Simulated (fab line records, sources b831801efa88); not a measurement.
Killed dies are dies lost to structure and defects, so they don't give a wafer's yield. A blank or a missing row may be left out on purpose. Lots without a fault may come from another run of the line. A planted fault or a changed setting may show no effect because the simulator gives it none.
A struck lot beside a sound one | flow sky130 | 43 steps out of a route of 708
Sound: wafers L341.2, L341.3, L341.5. Struck: wafers L331.3, L331.5, L331.6. The cause comes at the end.
At each step with rows: each side's tool, then ch and its chambers, then its first start. Under that, the readings that differ: sound wafers | struck wafers | difference of the means | sigmas: that difference in standard deviations of wafers without a fault.
alike: readings whose means differ by less than 2 such deviations, and words and numbers that are the same on both sides. not compared: withheld readings, readings that some wafer has no value for, bounds like >300 that may hide the same value, and numbers for which the record gives no deviation and whose values overlap.
The two part at a step that has a row with sigmas, a row that says differs or no value, or rows on one side only. Numbers that don't overlap but have no deviation are shown without sigmas and don't part them. A reading that every wafer of one side lacks parts them only if that side has two wafers or more.

SKY_POLY_CUT_ETCH_10: etches BARC in N2/H2, stops on SiO2, time 45.9 s, target depth 60 nm.
  sound on rie_diel-02 ch 0,2,3, day 30 02:59; struck on rie_diel-02 ch 0,1, day 26 14:16
  alike: drypump_motor_current_A, h2_flow_sccm, oes_product_au, throttle_valve_pct
  not compared: rf_hours_counter_h
SKY_POLY_CUT_ETCH_11: etches Si3N4 in CF4/CH2F2/Ar, stops on poly-Si, time 42.5 s, target depth 60 nm.
  sound on rie_diel-02 ch 0,2,3, day 30 03:01; struck on rie_diel-02 ch 0,1, day 26 14:18
  alike: cf4_flow_sccm, drypump_motor_current_A, oes_product_au, throttle_valve_pct
  not compared: rf_hours_counter_h
then, 8 steps without rows for these wafers: SKY_POLY_CUT_STRIP_12 (strips in O2/N2); SKY_SD_P_DEHYDRATE_00 (time 60 s); SKY_SD_P_HMDS_01 (prime time 60 s); SKY_SD_P_COAT_02 (resist thk 1140 nm); SKY_SD_P_SOFTBAKE_03 (time 60 s); SKY_SD_P_EXPOSE_04 (exposes mask PSDM, target cd 380 nm); SKY_SD_P_PEB_05; SKY_SD_P_DEVELOP_06 (develop time 60 s).
SKY_SD_P_CD_MEAS_07: target cd 380 nm.
  sound on cd_sem-02, day 31 07:01; struck on cd_sem-02, day 27 19:17
  reading    | sound             | struck            | difference | sigmas
  cd_nm (nm) | 378.1 373.9 376.2 | 384.8 380.8 380.7 | +6.0       | +2
SKY_SD_P_OVL_MEAS_08:
  sound on overlay-02, day 31 07:07; struck on overlay-01, day 27 19:22
  alike: SD_P_OVL
SKY_SD_P_IMPLANT_09:
  sound on implanter-02 ch 0, day 31 07:10; struck on implanter-02 ch 0, day 27 19:27
  reading                   | sound                | struck               | difference | sigmas
  beam_energy_keV           | 20.017 20.007 20.001 | 20.253 20.254 20.239 | +0.240     | +41
  model.implant.drp_nm (nm) | 9.746 9.746 9.746    | 9.833 9.833 9.833    | +0.087     |
  alike: end_station_pressure_torr
SKY_SD_P_STRIP_10: strips in O2/N2.
  sound on plasma_asher-03 ch 0,1, day 31 07:18; struck on plasma_asher-04 ch 0,1, day 27 19:35
  alike: drypump_motor_current_A, oes_product_au, strip_time_to_endpoint_s
  not compared: rf_hours_counter_h
SKY_SD_P_TW_MEAS_11:
  sound on film_metro-01, day 31 07:25; struck on film_metro-04, day 27 19:40
  alike: SD_P_TW
then, 8 steps without rows for these wafers: SKY_RES_XHIGH_DEHYDRATE_00 (time 60 s); SKY_RES_XHIGH_HMDS_01 (prime time 60 s); SKY_RES_XHIGH_COAT_02 (resist thk 1140 nm); SKY_RES_XHIGH_SOFTBAKE_03 (time 60 s); SKY_RES_XHIGH_EXPOSE_04 (exposes mask URPM, target cd 1270 nm); SKY_RES_XHIGH_PEB_05; SKY_RES_XHIGH_DEVELOP_06 (develop time 60 s); SKY_RES_XHIGH_IMPLANT_07.
SKY_RES_XHIGH_STRIP_08: strips in O2/N2.
  sound on plasma_asher-03 ch 0,1, day 32 10:37; struck on plasma_asher-04 ch 0,1, day 28 23:25
  alike: drypump_motor_current_A, oes_product_au, strip_time_to_endpoint_s
  not compared: rf_hours_counter_h
SKY_RES_XHIGH_TW_MEAS_09:
  sound on film_metro-01, day 32 10:44; struck on film_metro-02, day 28 23:31
  alike: RES_XHIGH_TW
then, 7 steps without rows for these wafers: SKY_SD_N_DEHYDRATE_00 (time 60 s); SKY_SD_N_HMDS_01 (prime time 60 s); SKY_SD_N_COAT_02 (resist thk 1140 nm); SKY_SD_N_SOFTBAKE_03 (time 60 s); SKY_SD_N_EXPOSE_04 (exposes mask NSDM, target cd 380 nm); SKY_SD_N_PEB_05; SKY_SD_N_DEVELOP_06 (develop time 60 s).
SKY_SD_N_CD_MEAS_07: target cd 380 nm.
  sound on cd_sem-01, day 33 13:02; struck on cd_sem-01, day 30 02:31
  alike: cd_nm
SKY_SD_N_OVL_MEAS_08:
  sound on overlay-01, day 33 13:08; struck on overlay-01, day 30 02:36
  alike: SD_N_OVL
then, 2 steps without rows for these wafers: SKY_SD_N_IMPLANT_09; SKY_SD_N_IMPLANT_10.
SKY_SD_N_STRIP_11: strips in O2/N2.
  sound on plasma_asher-02 ch 0,1, day 33 13:28; struck on plasma_asher-04 ch 0,1, day 30 02:58
  alike: drypump_motor_current_A, oes_product_au, strip_time_to_endpoint_s
  not compared: rf_hours_counter_h
SKY_SD_N_TW_MEAS_12:
  sound on film_metro-04, day 33 13:34; struck on film_metro-01, day 30 03:03
  alike: SD_N_TW
then, 2 steps without rows for these wafers: SKY_SD_N_CLEAN_13 (cleans in SC1/SC2, time 150 s); SKY_SD_N_RTA_14 (time 2 s).
SKY_SD_N_RS_MEAS_16: measures by four-point-probe.
  sound on film_metro-01, day 33 13:52; struck on film_metro-04, day 30 03:21
  alike: SD_N_RS
SKY_SD_N_RS_MEAS_17: measures by four-point-probe.
  sound on film_metro-01, day 33 13:59; struck on film_metro-04, day 30 03:28
  alike: SD_P_RS
-- the record jumps here: 17 days lie between the struck wafers' starts before and after (it left off in module SD_N and takes up again in module PAD_OPEN, whose first step shown is number 708 of the route) --
SKY_PAD_OPEN_PROBE_99:
  the record has rows for the struck wafers here (prober-02, day 47 10:59) and none for the sound ones

WHERE THEY PART
First at SKY_SD_P_CD_MEAS_07; last, within this record, at SKY_PAD_OPEN_PROBE_99.

WHY: what the simulator had put in
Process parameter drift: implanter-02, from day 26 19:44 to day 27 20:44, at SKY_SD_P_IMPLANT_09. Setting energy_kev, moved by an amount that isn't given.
